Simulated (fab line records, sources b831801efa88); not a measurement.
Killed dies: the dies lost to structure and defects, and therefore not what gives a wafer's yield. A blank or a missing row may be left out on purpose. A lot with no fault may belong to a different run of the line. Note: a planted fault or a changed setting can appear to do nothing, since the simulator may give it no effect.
Matching of chambers    flow sfq-line    SFQ_TRILAYER_I0_DEP_PECVD_027 on pecvd-02 has 3 sister chambers
The step deposits SiO2 from SiH4/N2O, time 111.11 s, target thk 500 nm. 6 wafers are shown with their chamber, then 7 later ones without.

WAFERS PAIRED WITH THEIR CHAMBERS
wafer   chamber  throttle-valve-pct (%)  heater-power-w (W)
L077.3  0        24.5                    99
L077.6  0        24.3                    81
L082.1  2        23.3                    72
L082.6  1        25.1                    89
L084.1  2        23.1                    73
L084.2  1        25.3                    77

WAFERS MISSING THEIR CHAMBER
wafer   throttle-valve-pct (%)  heater-power-w (W)
L084.4  25.3                    82
L092.2  25.3                    84
L092.5  24.7                    80
L092.6  23.5                    71
L096.2  23.6                    77
L096.3  25.6                    75
L096.4  23.7                    80

EACH ONE'S CHAMBER
wafer   from the rows above      in truth
L084.4  1                        1
L092.2  1                        1
L092.5  can't be placed: 0 or 1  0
L092.6  2                        2
L096.2  2                        2
L096.3  1                        1
L096.4  can't be placed: 2 or 0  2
Correctly placed: 5 of 7. Cannot be placed on the basis of these rows: 2; the candidates contain the true chamber in 2. 0 placed wrongly.
How it was worked out, from the rows above alone: a wafer's distance from a chamber is the root of the sum, over the readings, of the square of ((its reading less the chamber's mean) divided by the reading's scatter). If the next closest chamber is less than 2 further off than the closest, the wafer can't be placed; otherwise it belongs to the closest. For every chamber, the mean is computed from those of its wafers that are shown. How the scatter is found: for the shown wafers, subtract from each reading the mean of its chamber, square and add these, divide the total by (wafers less chambers), then take the root.
